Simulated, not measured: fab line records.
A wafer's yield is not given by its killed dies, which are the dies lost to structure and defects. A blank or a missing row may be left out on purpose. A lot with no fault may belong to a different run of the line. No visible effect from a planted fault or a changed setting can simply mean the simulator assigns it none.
fab line records ; flow gf180mcu
record: lots: 11; wafers: 31; last_day: 34
route steps=602 shown M1@331 V1@339
lots untouched by any fault: they come from a run of this same line in which no faults occurred
start_h: the number of hours between the record's first day and the start of the first shown wafer of the lot ; wait_h: time in hours since the lot's previous step ; " repeats the value in the row above ; L1.1+2: a row that stands for several wafers ; - either no value or no given start ; * or withheld: withheld ; < > ~ a bound
route shown NAME@n: a module of which the file shows steps, and the number in the route of the first ; usual: the fault-free wafers' mean and standard deviation ; same: alike in all rows ; chamber/n: place in a boat ; sites: the reading at each site ; _std_site: their standard deviation ; _edge_site: inner sites' mean taken away from outer sites' mean ; radius_mm: for every site, how far away it sits from the centre of the wafer ; mask NAME#n: copy n ; behind: tool/chamber where the wafer was last shaped ; hold: why the lot was held/for how many hours/how that ended ; device: names the non-switching transistor (n, p or np) ; end of line: the route-end tests of the same wafers ; a step with no rows: only its recipe ; killed: not the wafer's yield, but the dies lost to structure and defects at the first sort ; map: per-die view of a wafer (x killed, . not killed, _ where there is no die)
set.NAME: the run value of the setting; set.NAME@STEP: its run value at that earlier step ; model.NAME: the simulator's own value behind a step, which no gauge read
the route's steps for a sample of lots (tables are steps, rows are wafers)
services: the hour from which a tool's chamber was out of use, counted from the record's first day as start_h (under 0 if before that day), plus the number of hours and why
== steps ==
step: GF_M1_METAL_ETCH_16
recipe: chemistry: Cl2/BCl3; mask_material: KrF; target_depth_nm: 750.8; stop_on: SiO2; pressure_mtorr: 8; icp_w: 800; bias_w: 140; Cl2_flow_sccm: 80; bcl3_flow_sccm: 40; time_s: 125.1
usual: drypump_motor_current_A: 6.0/0.31; oes_product_au: 0.989/0.0057; throttle_valve_pct: 28.229/0.009
lot.wafer;tool;chamber;start_h;wait_h;drypump_motor_current_A;oes_product_au;rf_hours_counter_h;throttle_valve_pct
L606.2;rie_metal-01;1;385.05;0.0;5.7;0.984;10;28.225
L606.4;rie_metal-01;0;385.05;0.0;6.2;0.988;-;28.244
L606.6;rie_metal-01;0;385.05;0.0;6.2;0.998;-;28.225
L607.2;rie_metal-04;1;395.30;0.0;6.4;0.991;1;28.228
L607.4;rie_metal-04;0;395.30;0.0;5.7;0.997;-;28.220
L607.6;rie_metal-04;0;395.30;0.0;5.7;1.000;-;28.218
L608.3;rie_metal-04;0;405.79;0.1;5.7;0.990;-;28.230
L608.4;rie_metal-04;1;405.79;0.1;6.5;0.982;-;28.221
L608.6;rie_metal-04;1;405.79;0.1;6.5;0.993;-;28.228
L609.1;rie_metal-04;1;410.50;0.0;6.5;0.995;2;28.230
L609.2;rie_metal-04;0;410.50;0.0;5.7;1.001;3;28.229
L609.5;rie_metal-04;0;410.50;0.0;5.7;0.991;-;28.213
L610.2;rie_metal-04;0;432.35;0.0;5.7;0.989;4;28.222
L610.3;rie_metal-04;1;432.35;0.0;6.4;0.998;-;28.225
L610.5;rie_metal-04;1;432.35;0.0;6.5;1.003;-;28.232
L616.4;rie_metal-04;0;495.34;0.1;5.7;0.991;-;28.220
L616.6;rie_metal-04;0;495.34;0.1;5.7;0.992;-;28.233
L617.4;rie_metal-04;1;502.74;0.1;6.5;0.996;-;28.215
L617.6;rie_metal-04;1;502.74;0.1;6.5;1.000;-;28.221
L621.1;rie_metal-02;1;526.55;0.0;5.9;0.990;12;28.233
L621.2;rie_metal-02;0;526.55;0.0;5.8;0.985;2;28.236
L621.5;rie_metal-02;1;526.55;0.0;6.0;0.990;-;28.243
L627.2;rie_metal-04;1;570.51;0.0;6.5;0.984;6;28.221
L627.3;rie_metal-04;1;570.51;0.0;6.5;0.981;-;28.227
L627.6;rie_metal-04;1;570.51;0.0;6.5;0.989;-;28.237
L628.3;rie_metal-02;0;581.35;0.1;5.9;0.984;-;28.235
L628.5;rie_metal-02;0;581.35;0.1;5.9;0.995;-;28.221
L628.6;rie_metal-02;1;581.35;0.1;5.9;0.994;-;28.217
L629.3;rie_metal-01;0;583.34;0.1;6.2;0.992;-;28.220
L629.5;rie_metal-01;0;583.34;0.1;6.2;0.985;-;28.233
L629.6;rie_metal-01;1;583.34;0.1;5.7;0.975;-;28.236
step: GF_M1_STRIP_17
recipe: chemistry: O2/N2; power_w: 1400; pressure_mtorr: 1500; platen_temp_c: 250; o2_flow_sccm: 3000; n2_flow_sccm: 300; overash_fraction: 0.5
usual: drypump_motor_current_A: 5.5/0.37; heater_power_w: 331/33; oes_product_au: 0.538/0.0048; strip_time_to_endpoint_s: 7.40/0.046
same: overash_fraction: 0.5
lot.wafer;tool;chamber;start_h;wait_h;drypump_motor_current_A;heater_power_w;oes_product_au;rf_hours_counter_h;strip_time_to_endpoint_s
L606.2;plasma_asher-01;1;385.18;0.1;5.3;314;0.538;78;7.37
L606.4;plasma_asher-01;0;385.18;0.1;5.5;275;0.537;-;7.32
L606.6;plasma_asher-01;0;385.18;0.1;5.5;272;0.535;-;7.35
L607.2;plasma_asher-03;1;395.43;0.1;5.5;371;0.546;60;7.42
L607.4;plasma_asher-03;0;395.43;0.1;5.0;311;0.542;-;7.44
L607.6;plasma_asher-03;0;395.43;0.1;5.0;308;0.545;-;7.39
L608.3;plasma_asher-03;0;405.91;0.1;5.0;315;0.537;-;7.40
L608.4;plasma_asher-03;1;405.91;0.1;5.5;353;0.534;-;7.37
L608.6;plasma_asher-03;0;405.91;0.1;5.0;325;0.528;-;7.40
L609.1;plasma_asher-03;1;410.63;0.1;5.6;364;0.540;62;7.32
L609.2;plasma_asher-03;0;410.63;0.1;5.0;313;0.538;62;7.34
L609.5;plasma_asher-03;1;410.63;0.1;5.6;375;0.537;-;7.39
L610.2;plasma_asher-03;1;432.48;0.1;5.6;367;0.531;64;7.33
L610.3;plasma_asher-03;0;432.48;0.1;5.0;311;0.533;-;7.33
L610.5;plasma_asher-03;0;432.48;0.1;5.0;319;0.532;-;7.30
L616.4;plasma_asher-03;1;495.46;0.1;5.6;362;0.538;-;7.35
L616.6;plasma_asher-03;1;495.46;0.1;5.6;367;0.537;-;7.35
L617.4;plasma_asher-03;1;502.86;0.1;5.6;363;0.533;-;7.37
L617.6;plasma_asher-03;0;502.86;0.1;5.0;301;0.537;-;7.36
L621.1;plasma_asher-02;0;526.68;0.1;6.1;334;0.532;40;7.38
L621.2;plasma_asher-02;1;526.68;0.1;6.2;394;0.537;40;7.38
L621.5;plasma_asher-02;1;526.68;0.1;6.2;391;0.533;-;7.36
L627.2;plasma_asher-03;0;570.64;0.1;5.0;327;0.538;80;7.43
L627.3;plasma_asher-03;0;570.64;0.1;5.0;311;0.537;-;7.43
L627.6;plasma_asher-03;1;570.64;0.1;5.6;358;0.529;-;7.42
L628.3;plasma_asher-02;0;581.47;0.1;6.1;330;0.541;-;7.45
L628.5;plasma_asher-02;0;581.47;0.1;6.1;326;0.538;-;7.42
L628.6;plasma_asher-02;1;581.47;0.1;6.1;385;0.542;-;7.39
L629.3;plasma_asher-03;0;583.46;0.1;5.0;314;0.543;-;7.40
L629.5;plasma_asher-03;1;583.46;0.1;5.6;358;0.537;-;7.41
L629.6;plasma_asher-03;0;583.46;0.1;5.0;304;0.541;-;7.44
step: GF_V1_CMP_04
recipe: material: SiO2; down_force_psi: 4; platen_rpm: 60; pad_velocity_m_s: 0.94248
usual: motor_current_A: 12.1/1.1; time_to_endpoint_s: 82/5.5
lot.wafer;tool;chamber;start_h;wait_h;motor_current_A;time_to_endpoint_s
L606.2;cmp-01;3;386.05;0.1;12.6;84
L606.4;cmp-01;0;386.05;0.1;12.5;80
L606.6;cmp-01;2;386.05;0.1;11.4;89
L607.4;cmp-01;1;396.35;0.1;10.3;87
L607.2;cmp-01;2;396.35;0.1;12.2;82
L607.6;cmp-01;0;396.35;0.1;12.2;78
L608.4;cmp-01;0;407.01;0.0;12.7;84
L608.3;cmp-01;3;407.01;0.0;13.2;82
L608.6;cmp-01;0;407.01;0.0;12.5;81
L609.2;cmp-01;1;411.48;0.1;10.7;79
L609.1;cmp-01;2;411.48;0.1;12.3;82
L609.5;cmp-01;1;411.48;0.1;10.8;81
L610.2;cmp-02;1;433.31;0.0;10.6;80
L610.3;cmp-02;2;433.31;0.0;12.3;83
L610.5;cmp-02;1;433.31;0.0;10.1;87
L616.4;cmp-01;2;496.27;0.1;11.7;90
L616.6;cmp-01;1;496.27;0.1;10.5;105
L617.4;cmp-01;1;504.12;0.2;11.2;80
L617.6;cmp-01;3;504.12;0.2;13.2;100
L621.2;cmp-02;2;527.53;0.1;12.2;84
L621.1;cmp-02;3;527.53;0.1;13.4;75
L621.5;cmp-02;2;527.53;0.1;12.3;89
L627.3;cmp-01;0;571.56;0.1;12.6;81
L627.2;cmp-01;2;571.56;0.1;12.4;77
L627.6;cmp-01;3;571.56;0.1;12.9;81
L628.3;cmp-02;2;582.42;0.2;13.2;74
L628.5;cmp-02;3;582.42;0.2;13.9;71
L628.6;cmp-02;0;582.42;0.2;13.4;81
L629.3;cmp-02;2;584.25;0.0;11.9;94
L629.5;cmp-02;2;584.25;0.0;12.4;93
L629.6;cmp-02;3;584.25;0.0;13.2;90
step: GF_V1_BOW_MEAS_05
recipe: mode: bow
usual: V1_BOW: 84/6.7
lot.wafer;tool;chamber;start_h;wait_h;hold;V1_BOW[um]
L606.2;film_metro-03;-;386.32;0.2;-;80
L606.4;film_metro-03;-;386.32;0.2;-;79
L606.6;film_metro-03;-;386.32;0.2;-;84
L607.2;film_metro-01;-;396.62;0.2;-;98
L607.4;film_metro-01;-;396.62;0.2;-;81
L607.6;film_metro-01;-;396.62;0.2;-;82
L608.3;film_metro-03;-;407.35;0.1;-;87
L608.4;film_metro-03;-;407.35;0.1;-;93
L608.6;film_metro-03;-;407.35;0.1;-;80
L609.1;film_metro-03;-;411.73;0.1;-;85
L609.2;film_metro-03;-;411.73;0.1;-;74
L609.5;film_metro-03;-;411.73;0.1;-;84
L610.2;film_metro-04;-;433.63;0.3;-;87
L610.3;film_metro-04;-;433.63;0.3;-;87
L610.5;film_metro-04;-;433.63;0.3;-;84
L616.4;film_metro-03;-;496.58;0.3;await_dispo/0.2h/release;92
L616.6;film_metro-03;-;496.58;0.3;await_dispo/0.2h/release;87
L616.4;film_metro-03;-;496.87;0.3;-;-
L616.6;film_metro-03;-;496.87;0.3;-;-
L617.4;film_metro-01;-;504.33;0.2;await_dispo/0.2h/release;85
L617.6;film_metro-01;-;504.33;0.2;await_dispo/0.2h/release;73
L617.4;film_metro-01;-;504.61;0.3;-;-
L617.6;film_metro-01;-;504.61;0.3;-;-
L621.1;film_metro-03;-;527.78;0.1;-;89
L621.2;film_metro-03;-;527.78;0.1;-;83
L621.5;film_metro-03;-;527.78;0.1;-;78
L627.2;film_metro-03;-;571.83;0.1;-;94
L627.3;film_metro-03;-;571.83;0.1;-;86
L627.6;film_metro-03;-;571.83;0.1;-;80
L628.3;film_metro-03;-;582.61;0.1;-;93
L628.5;film_metro-03;-;582.61;0.1;-;90
L628.6;film_metro-03;-;582.61;0.1;-;92
L629.3;film_metro-01;-;584.59;0.3;-;75
L629.5;film_metro-01;-;584.59;0.3;-;80
L629.6;film_metro-01;-;584.59;0.3;-;82
step: GF_V1_ETCH_16
recipe: chemistry: N2/H2; target_depth_a: withheld; overetch_a: withheld; time_s: withheld; target: BARC; ion_energy_ev: 200; source_w: 500; bias_w: 100; pressure_mtorr: 30; n2_flow_sccm: 100; h2_flow_sccm: 200
usual: drypump_motor_current_A: 5.7/0.54; oes_product_au: 0.855/0.0055; throttle_valve_pct: 13.225/0.0089
lot.wafer;tool;chamber;start_h;wait_h;drypump_motor_current_A;oes_product_au;throttle_valve_pct
L606.2;rie_diel-04;0;410.38;0.0;6.1;0.868;13.229
L606.4;rie_diel-04;3;410.38;0.0;5.4;0.865;13.225
L606.6;rie_diel-04;0;410.38;0.0;6.1;0.855;13.233
L607.2;rie_diel-04;3;420.53;0.0;5.4;0.852;13.237
L607.4;rie_diel-04;0;420.53;0.0;6.1;0.851;13.238
L607.6;rie_diel-04;3;420.53;0.0;5.4;0.860;13.226
L608.3;rie_diel-03;0;431.48;0.0;6.2;0.855;13.223
L608.4;rie_diel-03;2;431.48;0.0;5.8;0.853;13.226
L608.6;rie_diel-03;0;431.48;0.0;6.2;0.846;13.216
L609.1;rie_diel-02;3;435.60;0.0;5.9;0.850;13.235
L609.2;rie_diel-02;1;435.60;0.0;6.4;0.859;13.227
L609.5;rie_diel-02;2;435.60;0.0;5.1;0.856;13.235
L610.2;rie_diel-02;3;458.95;0.0;5.9;0.860;13.197
L610.3;rie_diel-02;1;458.95;0.0;6.4;0.860;13.222
L610.5;rie_diel-02;0;458.95;0.0;5.5;0.854;13.218
L616.4;rie_diel-04;1;520.62;0.0;4.8;0.850;13.220
L616.6;rie_diel-04;3;520.62;0.0;5.4;0.853;13.216
L617.4;rie_diel-03;1;527.78;0.0;5.1;0.849;13.223
L617.6;rie_diel-03;3;527.78;0.0;6.4;0.855;13.204
L621.1;rie_diel-03;2;550.63;0.0;5.8;0.858;13.221
L621.2;rie_diel-03;0;550.63;0.0;6.2;0.863;13.228
L621.5;rie_diel-03;3;550.63;0.0;6.5;0.857;13.221
L627.2;rie_diel-04;3;593.98;0.0;5.4;0.853;13.231
L627.3;rie_diel-04;2;593.98;0.0;6.1;0.854;13.237
L627.6;rie_diel-04;1;593.98;0.0;4.8;0.853;13.240
L628.3;rie_diel-04;0;603.99;0.0;6.1;0.860;13.226
L628.5;rie_diel-04;0;603.99;0.0;6.1;0.848;13.237
L628.6;rie_diel-04;1;603.99;0.0;4.8;0.857;13.220
L629.3;rie_diel-04;1;605.95;0.0;4.8;0.860;13.207
L629.5;rie_diel-04;3;605.95;0.0;5.4;0.849;13.228
L629.6;rie_diel-04;2;605.95;0.0;6.1;0.844;13.230
step: GF_V1_ETCH_17
recipe: chemistry: C4F8/O2/Ar; mask_material: KrF; target: SiO2; stop_on: TiN; source_w: 1500; bias_w: 1200; pressure_mtorr: 40; c4f8_flow_sccm: withheld; O2_flow_sccm: 6; Ar_flow_sccm: 300; time_s: withheld; target_depth_a: 6300
usual: oes_product_au: 0.856/0.0045
lot.wafer;tool;chamber;start_h;wait_h;oes_product_au
L606.2;rie_diel-04;0;-;-;0.858
L606.4;rie_diel-04;3;-;-;0.857
L606.6;rie_diel-04;0;-;-;0.851
L607.2;rie_diel-04;3;-;-;0.851
L607.4;rie_diel-04;0;-;-;0.865
L607.6;rie_diel-04;3;-;-;0.851
L608.3;rie_diel-03;0;-;-;0.848
L608.4;rie_diel-03;2;-;-;0.854
L608.6;rie_diel-03;0;-;-;0.857
L609.1;rie_diel-02;3;-;-;0.850
L609.2;rie_diel-02;1;-;-;0.859
L609.5;rie_diel-02;2;-;-;0.855
L610.2;rie_diel-02;3;-;-;0.860
L610.3;rie_diel-02;1;-;-;0.854
L610.5;rie_diel-02;0;-;-;0.860
L616.4;rie_diel-04;1;-;-;0.851
L616.6;rie_diel-04;3;-;-;0.823
L617.4;rie_diel-03;1;-;-;0.853
L617.6;rie_diel-03;3;-;-;0.822
L621.1;rie_diel-03;2;-;-;0.852
L621.2;rie_diel-03;0;-;-;0.855
L621.5;rie_diel-03;3;-;-;0.855
L627.2;rie_diel-04;3;-;-;0.860
L627.3;rie_diel-04;2;-;-;0.855
L627.6;rie_diel-04;1;-;-;0.854
L628.3;rie_diel-04;0;-;-;0.861
L628.5;rie_diel-04;0;-;-;0.856
L628.6;rie_diel-04;1;-;-;0.857
L629.3;rie_diel-04;1;-;-;0.853
L629.5;rie_diel-04;3;-;-;0.852
L629.6;rie_diel-04;2;-;-;0.844
== services ==
tool;chamber;start_h;hours;kind
cmp-01;-;382.86;1.1;repair
cmp-02;-;404.07;4.0;pm
rie_diel-02;1;410.69;4.5;repair
cmp-01;-;423.49;5.3;pm
rie_diel-04;2;428.20;13.4;repair
rie_diel-02;2;445.61;5.2;repair
rie_diel-04;2;449.60;15.4;repair
rie_diel-02;1;456.81;1.6;repair
rie_diel-04;3;460.54;2.9;repair
plasma_asher-03;-;463.16;0.7;repair
rie_diel-03;1;466.76;1.3;repair
rie_diel-02;3;466.79;13.4;repair
rie_metal-04;-;475.48;0.3;repair
rie_diel-03;-;483.92;14.6;pm
cmp-02;-;494.39;1.0;repair
rie_diel-02;2;498.98;4.4;repair
cmp-02;-;499.72;0.5;repair
cmp-01;-;505.92;3.0;repair
cmp-02;-;509.08;1.5;repair
rie_diel-04;-;522.99;0.6;repair
rie_diel-03;1;558.63;4.6;repair
rie_diel-04;-;575.95;5.0;repair
cmp-01;-;580.80;4.0;pm
rie_metal-04;0;588.70;14.1;repair
== key ==
first_sign: step: GF_V1_CMP_04; reading: time_to_endpoint_s; direction: up; sigmas: 3.8; usual: *; struck: *
effect: step: GF_V1_BOW_MEAS_05; reading: visit; direction: added
effect: step: GF_V1_ETCH_17; reading: oes_product_au; direction: down; sigmas: 7.4; usual: 0.856; struck: 0.823
met_at GF_V1_CMP_04
struck_lots L616,L617
struck_wafers L616.6,L617.6
not_acting_at GF_M1_METAL_ETCH_16,GF_M1_STRIP_17,GF_V1_ETCH_16
onset_between 411.48 496.27
fault: kind: process_parameter_drift; tool: cmp-01; chamber: -; onset_h: 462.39; steps: GF_V1_CMP_04; channel: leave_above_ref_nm; offset: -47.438; shape: step; end_h: 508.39; scope: struck_wafers_only; acts_in: these_recipes_only; stated: 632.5
